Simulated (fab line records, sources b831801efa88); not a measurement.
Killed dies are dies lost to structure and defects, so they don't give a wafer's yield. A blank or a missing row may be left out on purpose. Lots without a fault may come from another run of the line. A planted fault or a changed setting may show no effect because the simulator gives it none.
fab line records | flow sfq_line
record lots=14 wafers=42 last_day=87
route steps=325 shown I1@83 M3@119
lots that met no fault: from a run of the same line without faults
start_h: hours from the record's first day to the start of the lot's first wafer shown | wait_h: hours since the lot's step before | " the same as in the row above | L1.1+2: a row that stands for several wafers | - no value, or no start given | * or withheld: withheld | < > ~ a bound
route shown NAME@n: a module of which the file shows steps, and the number in the route of the first | usual: mean/standard deviation of fault-free wafers | same: alike in all rows | chamber/n: place in a boat | sites: the reading at each site | _std_site: their standard deviation | _edge_site: outer sites' mean less inner sites' | radius_mm: how far each site lies from the wafer's centre | mask NAME#n: copy n | behind: the tool/chamber that last shaped the wafer | hold: why the lot was held/for how many hours/how that ended | device: the transistor (n, p or np) that didn't switch | end of line: the same wafers' tests at the end of the route | a step without rows: its recipe alone | killed: dies lost to structure and defects at the first sort, not the wafer's yield | map: a wafer's dies, x killed, . not, _ none there
set.NAME: the setting as run; set.NAME@STEP: as run at that earlier step | model.NAME: the simulator's own value behind a step, which no gauge read
steps of the route over a sample of lots; a table a step, a row a wafer
services: from which hour (start_h, from the record's first day; less than 0 if before it) a tool's chamber was out of use, for how many hours, and why
## steps
# step SFQ_I1_OVL_MEAS_913
# usual I1_OVL=-8/5.1
# columns lot.wafer tool chamber start_h wait_h I1_OVL[nm]
L567.2 overlay-02 - 381.25 0.1 -12
L567.4 " - " " -9
L567.6 " - " " -8
L570.1 overlay-01 - 422.80 0.1 -15
L570.2 " - " " -10
L570.5 " - " " -14
L571.2 overlay-02 - 430.00 0.1 -9
L571.5 " - " " -9
L571.6 " - " " -5
L572.3 overlay-01 - 437.21 0.1 -8
L572.4 " - " " 1
L572.6 " - " " 0
L573.1 overlay-02 - 440.80 0.1 -7
L573.2 " - " " -4
L573.3 " - " " -4
L575.2 overlay-01 - 452.80 0.1 -1
L575.3 " - " " -11
L575.6 " - " " -3
L576.1 overlay-02 - 469.52 0.1 -6
L576.3 " - " " -8
L576.6 " - " " -6
L577.3 overlay-01 - 477.94 0.1 -2
L577.4 " - " " -1
L577.6 " - " " -5
L578.2 overlay-02 - 489.24 0.1 -3
L578.3 " - " " -2
L578.6 " - " " 2
L579.2 overlay-02 - 494.04 0.1 -10
L579.3 " - " " -8
L579.6 " - " " -9
L580.1 overlay-01 - 496.44 0.1 -13
L580.3 " - " " -9
L580.4 " - " " -8
L581.1 overlay-01 - 500.04 0.1 -10
L581.3 " - " " -9
L581.5 " - " " -11
L589.3 overlay-02 - 544.45 0.1 -7
L589.4 " - " " -6
L589.5 " - " " -8
L590.1 overlay-01 - 547.84 0.1 -6
L590.2 " - " " -9
L590.3 " - " " -7
# step SFQ_TRILAYER_I1_VIA_BARC_OPEN_VIA_ETCH_071
# recipe mask_material=PR chemistry=O2 target_depth_nm=125 target=BARC source_w=500 bias_w=80 pressure_mtorr=30 time_s=41.7
# usual drypump_motor_current_A=5.8/0.52 oes_product_au=0.685/0.0045
# columns lot.wafer tool chamber start_h wait_h drypump_motor_current_A oes_product_au rf_hours_counter_h
L567.2 rie_diel-03 1 381.28 0.0 6.5 0.683 1
L567.4 " 2 " " 5.7 0.682 -
L567.6 " 1 " " 6.5 0.687 -
L570.1 rie_diel-04 3 422.83 0.0 6.3 0.686 14
L570.2 " 2 " " 6.2 0.686 12
L570.5 " 0 " " 6.6 0.688 -
L571.2 rie_diel-01 0 430.03 0.0 5.5 0.680 69
L571.5 " 3 " " 5.9 0.683 -
L571.6 " 2 " " 5.9 0.682 -
L572.3 rie_diel-04 3 437.23 0.0 6.2 0.683 14
L572.4 " 2 " " 6.2 0.684 13
L572.6 " 0 " " 6.5 0.679 -
L573.1 rie_diel-01 3 440.83 0.0 5.9 0.681 4
L573.2 " 1 " " 5.1 0.688 7
L573.3 " 2 " " 6.0 0.687 45
L575.2 rie_diel-01 0 452.83 0.0 5.5 0.681 70
L575.3 " 2 " " 5.9 0.680 45
L575.6 " 1 " " 5.1 0.681 -
L576.1 rie_diel-01 3 469.56 0.0 5.9 0.679 5
L576.3 " 2 " " 6.0 0.686 45
L576.6 " 3 " " 5.9 0.690 -
L577.3 rie_diel-01 1 477.96 0.0 5.1 0.686 7
L577.4 " 3 " " 5.9 0.685 5
L577.6 " 1 " " 5.1 0.693 -
L578.2 rie_diel-04 3 489.27 0.0 6.2 0.682 15
L578.3 " 2 " " 6.2 0.682 13
L578.6 " 3 " " 6.2 0.684 -
L579.2 rie_diel-01 1 494.07 0.0 5.1 0.686 8
L579.3 " 0 " " 5.5 0.682 70
L579.6 " 0 " " 5.5 0.689 -
L580.1 rie_diel-04 1 496.47 0.0 5.7 0.694 3
L580.3 " 2 " " 6.2 0.689 13
L580.4 " 3 " " 6.3 0.683 15
L581.1 rie_diel-03 3 500.07 0.0 4.8 0.689 18
L581.3 " 2 " " 5.7 0.689 17
L581.5 " 3 " " 4.8 0.683 -
L589.3 rie_diel-03 3 544.47 0.0 4.8 0.686 19
L589.4 " 1 " " 6.5 0.689 -
L589.5 " 3 " " 4.8 0.685 -
L590.1 rie_diel-01 1 547.87 0.0 5.1 0.679 8
L590.2 " 2 " " 5.9 0.677 47
L590.3 " 0 " " 5.5 0.675 72
# step SFQ_TRILAYER_I1_VIA_STRIP_STRIP_053
# recipe gas=O2 power_w=200 platen_temp_c=40 overash_fraction=0.65 chemistry=O2 pressure_mtorr=50
# usual drypump_motor_current_A=5.6/0.41 oes_product_au=0.999/0.0073
# columns lot.wafer tool chamber start_h wait_h drypump_motor_current_A oes_product_au rf_hours_counter_h
L567.2 rie_metal-03 0 381.43 - 5.1 1.006 58
L567.4 " 1 " " 6.4 0.991 -
L567.6 " 0 " " 5.1 1.002 -
L570.1 rie_metal-03 1 422.98 - 6.4 0.994 33
L570.2 " 0 " " 5.1 0.985 65
L570.5 " 0 " " 5.1 0.992 -
L571.2 rie_metal-02 1 430.18 - 5.7 0.999 74
L571.5 " 0 " " 5.5 1.006 -
L571.6 " 1 " " 5.7 1.004 -
L572.3 rie_metal-01 1 437.58 - 5.4 0.996 -
L572.4 " 0 " " 5.4 1.003 -
L572.6 " 1 " " 5.4 1.001 -
L573.1 rie_metal-02 1 440.98 - 5.7 0.998 76
L573.2 " 0 " " 5.5 0.995 39
L573.3 " 1 " " 5.7 1.015 -
L575.2 rie_metal-02 0 452.98 - 5.5 1.006 42
L575.3 " 0 " " 5.5 1.003 -
L575.6 " 1 " " 5.7 1.010 -
L576.1 rie_metal-01 1 469.71 - 5.4 0.993 75
L576.3 " 0 " " 5.4 1.007 -
L576.6 " 1 " " 5.4 0.994 -
L577.3 rie_metal-02 1 478.31 - 5.6 0.992 -
L577.4 " 0 " " 5.5 1.005 -
L577.6 " 0 " " 5.5 0.984 -
L578.2 rie_metal-03 1 489.43 - 6.4 1.002 40
L578.3 " 0 " " 5.1 0.996 -
L578.6 " 1 " " 6.4 0.998 -
L579.2 rie_metal-01 1 494.23 - 5.4 0.989 81
L579.3 " 1 " " 5.4 1.007 -
L579.6 " 0 " " 5.4 0.995 -
L580.1 rie_metal-01 1 496.63 - 5.4 0.996 81
L580.3 " 0 " " 5.3 0.996 -
L580.4 " 1 " " 5.4 1.007 -
L581.1 rie_metal-03 1 500.23 - 6.3 1.002 42
L581.3 " 0 " " 5.1 0.988 -
L581.5 " 1 " " 6.4 0.998 -
L589.3 rie_metal-01 0 544.83 - 5.3 1.006 -
L589.4 " 1 " " 5.4 1.003 -
L589.5 " 1 " " 5.4 1.001 -
L590.1 rie_metal-02 1 548.03 - 5.7 0.994 95
L590.2 " 0 " " 5.5 0.988 59
L590.3 " 1 " " 5.7 0.990 -
# step SFQ_TRILAYER_M3_DEP_SPUTTER_073
# recipe material=Nb base_pressure_pa=1.33e-06 chamber_pressure_pa=0.1333 substrate_temp_c=20 resputter_cathode_voltage_v=400 target_thk_nm=200 power_w=2000 time_s=133.3
# usual throttle_valve_pct=29.8/1.2
# columns lot.wafer tool chamber start_h wait_h throttle_valve_pct
L567.2 pvd_sputter-06 - 541.83 0.0 30.8
L567.4 " - " " 29.4
L567.6 " - " " 29.2
L570.1 pvd_sputter-04 - 600.38 0.0 29.5
L570.2 " - " " 30.5
L570.5 " - " " 30.4
L571.2 pvd_sputter-04 - 604.60 0.0 28.9
L571.5 " - " " 29.5
L571.6 " - " " 28.8
L572.3 pvd_sputter-03 - 605.18 0.0 27.9
L572.4 " - " " 31.5
L572.6 " - " " 27.7
L573.1 pvd_sputter-06 - 609.38 0.0 31.5
L573.2 " - " " 30.7
L573.3 " - " " 29.0
L575.2 pvd_sputter-04 - 743.93 0.0 28.9
L575.3 " - " " 29.2
L575.6 " - " " 29.0
L576.1 pvd_sputter-06 - 745.13 0.0 30.6
L576.3 " - " " 28.9
L576.6 " - " " 29.3
L577.3 pvd_sputter-03 - 747.53 0.0 31.7
L577.4 " - " " 30.4
L577.6 " - " " 31.9
L578.2 pvd_sputter-03 - 749.93 0.0 31.3
L578.3 " - " " 28.5
L578.6 " - " " 27.8
L579.2 pvd_sputter-06 - 751.13 0.0 31.4
L579.3 " - " " 30.7
L579.6 " - " " 29.2
L580.1 pvd_sputter-04 - 754.93 0.0 28.8
L580.3 " - " " 29.0
L580.4 " - " " 29.5
L581.1 pvd_sputter-03 - 758.33 0.0 31.6
L581.3 " - " " 28.8
L581.5 " - " " 31.6
L589.3 pvd_sputter-04 - 778.73 0.0 29.1
L589.4 " - " " 30.6
L589.5 " - " " 29.2
L590.1 pvd_sputter-03 - 781.15 0.0 27.7
L590.2 " - " " 31.5
L590.3 " - " " 30.0
# step SFQ_M3_RS_MEAS_919
# recipe thk_meas_gauge=four-point-probe reads=Nb_of_TRILAYER_M3_DEP_SPUTTER_073
# usual M3_NB_RS=0.892/0.011
# columns lot.wafer tool chamber start_h wait_h M3_NB_RS[ohm/sq]
L567.2 film_metro-03 - 541.94 0.1 0.889
L567.4 " - " " 0.901
L567.6 " - " " 0.903
L570.1 film_metro-01 - 600.48 0.0 0.896
L570.2 " - " " 0.895
L570.5 " - " " 0.894
L571.2 film_metro-02 - 604.71 0.1 0.901
L571.5 " - " " 0.908
L571.6 " - " " 0.901
L572.3 film_metro-01 - 605.32 0.1 0.885
L572.4 " - " " 0.895
L572.6 " - " " 0.889
L573.1 film_metro-03 - 609.48 0.0 0.873
L573.2 " - " " 0.874
L573.3 " - " " 0.880
L575.2 film_metro-03 - 744.04 0.1 0.891
L575.3 " - " " 0.882
L575.6 " - " " 0.889
L576.1 film_metro-03 - 745.22 0.0 0.517
L576.3 " - " " 0.892
L576.6 " - " " 0.901
L577.3 film_metro-01 - 747.66 0.1 0.893
L577.4 " - " " 0.894
L577.6 " - " " 0.891
L578.2 film_metro-01 - 750.04 0.1 0.874
L578.3 " - " " 0.877
L578.6 " - " " 0.882
L579.2 film_metro-02 - 751.24 0.1 0.903
L579.3 " - " " 0.518
L579.6 " - " " 0.900
L580.1 film_metro-02 - 755.02 0.0 0.899
L580.3 " - " " 0.902
L580.4 " - " " 0.904
L581.1 film_metro-03 - 758.42 0.0 0.884
L581.3 " - " " 0.880
L581.5 " - " " 0.882
L589.3 film_metro-02 - 778.86 0.1 0.920
L589.4 " - " " 0.904
L589.5 " - " " 0.916
L590.1 film_metro-02 - 781.24 0.0 0.902
L590.2 " - " " 0.900
L590.3 " - " " 0.906
# step SFQ_TRILAYER_M3_ETCH_METAL_ETCH_078
# recipe target=Nb stop_on=SiO2 mask_material=PR chemistry=Cl2/Ar target_depth_nm=240 icp_w=600 bias_w=80 pressure_mtorr=10 time_s=120
# usual drypump_motor_current_A=5.39/0.28 oes_product_au=0.893/0.0074
# columns lot.wafer tool chamber start_h wait_h drypump_motor_current_A oes_product_au rf_hours_counter_h
L567.2 rie_metal-02 1 555.13 0.0 5.68 0.889 96
L567.4 " 1 " " 5.70 0.883 -
L567.6 " 1 " " 5.71 0.884 -
L570.1 rie_metal-02 1 611.61 0.0 5.71 0.895 105
L570.2 " 0 " " 5.47 0.888 68
L570.5 " 0 " " 5.47 0.893 -
L571.2 rie_metal-02 1 612.81 0.0 5.63 0.884 105
L571.5 " 1 " " 5.67 0.876 -
L571.6 " 0 " " 5.48 0.889 -
L572.3 rie_metal-04 1 618.45 0.1 5.46 0.902 -
L572.4 " 1 " " 5.48 0.894 -
L572.6 " 1 " " 5.46 0.894 -
L573.1 rie_metal-02 0 627.59 0.0 5.48 0.906 70
L573.2 " 1 " " 5.68 0.908 107
L573.3 " 1 " " 5.66 0.897 -
L575.2 rie_metal-04 1 892.54 0.0 5.43 0.903 141
L575.3 " 0 " " 4.90 0.898 -
L575.6 " 1 " " 5.43 0.884 -
L576.1 rie_metal-02 1 893.74 0.0 5.71 0.994 147
L576.3 " 1 " " 5.70 0.902 -
L576.6 " 1 " " 5.72 0.887 -
L577.3 rie_metal-02 0 896.18 0.1 5.50 0.890 -
L577.4 " 1 " " 5.66 0.881 -
L577.6 " 0 " " 5.47 0.899 -
L578.2 rie_metal-04 0 898.54 0.0 4.89 0.902 44
L578.3 " 0 " " 4.89 0.901 -
L578.6 " 1 " " 5.45 0.896 -
L579.2 rie_metal-01 0 899.74 0.0 5.35 0.888 30
L579.3 " 1 " " 5.38 1.011 -
L579.6 " 1 " " 5.40 0.890 -
L580.1 rie_metal-04 1 902.14 0.0 5.44 0.885 143
L580.3 " 0 " " 4.90 0.883 -
L580.4 " 1 " " 5.45 0.886 -
L581.1 rie_metal-04 1 905.74 0.0 5.47 0.893 143
L581.3 " 1 " " 5.45 0.901 -
L581.5 " 0 " " 4.87 0.896 -
L589.3 rie_metal-04 1 928.58 0.1 5.47 0.886 -
L589.4 " 0 " " 4.86 0.892 -
L589.5 " 0 " " 4.86 0.880 -
L590.1 rie_metal-04 0 930.94 0.0 4.87 0.889 49
L590.2 " 1 " " 5.48 0.901 147
L590.3 " 0 " " 4.90 0.892 -
## services
# columns tool chamber start_h hours kind
rie_diel-01 0 363.71 10.3 repair
pvd_sputter-03 - 394.25 0.6 repair
rie_metal-01 - 436.29 0.4 repair
rie_metal-01 - 484.38 0.6 repair
rie_diel-01 1 497.09 33.0 repair
rie_metal-04 - 504.65 2.8 pm
rie_metal-01 1 509.90 7.3 repair
pvd_sputter-03 - 517.22 7.7 repair
pvd_sputter-04 - 539.89 2.3 repair
rie_diel-01 2 554.11 8.6 repair
rie_diel-01 - 584.68 2.8 pm
pvd_sputter-03 - 589.62 2.4 repair
pvd_sputter-03 - 637.04 1.1 repair
rie_metal-04 1 646.70 8.3 repair
rie_diel-01 3 662.41 4.6 repair
rie_metal-04 1 663.43 10.3 repair
rie_metal-01 1 664.16 7.1 repair
pvd_sputter-04 - 667.00 0.7 repair
rie_diel-01 0 784.88 8.9 repair
rie_metal-01 1 787.70 9.2 repair
rie_diel-01 0 847.96 6.4 repair
rie_diel-01 1 849.75 2.4 repair
rie_diel-01 - 871.47 1.0 repair
rie_metal-01 0 926.30 4.1 repair
## key
first_sign step=SFQ_M3_RS_MEAS_919 reading=M3_NB_RS direction=down sigmas=35 usual=0.892 struck=0.517
effect step=SFQ_TRILAYER_M3_ETCH_METAL_ETCH_078 reading=oes_product_au direction=up sigmas=15 usual=0.893 struck=1.002
met_at SFQ_TRILAYER_M3_DEP_SPUTTER_073
struck_lots L576,L579
struck_wafers L576.1,L579.3
not_acting_at SFQ_I1_OVL_MEAS_913,SFQ_TRILAYER_I1_VIA_BARC_OPEN_VIA_ETCH_071,SFQ_TRILAYER_I1_VIA_STRIP_STRIP_053
onset_between 609.38 745.13
fault kind=process_parameter_drift tool=pvd_sputter-06 chamber=- onset_h=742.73 steps=SFQ_TRILAYER_M3_DEP_SPUTTER_073 channel=target_thk_nm offset=142.32 shape=step end_h=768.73 acts_in=these_recipes_only stated=200 scope=struck_wafers_only
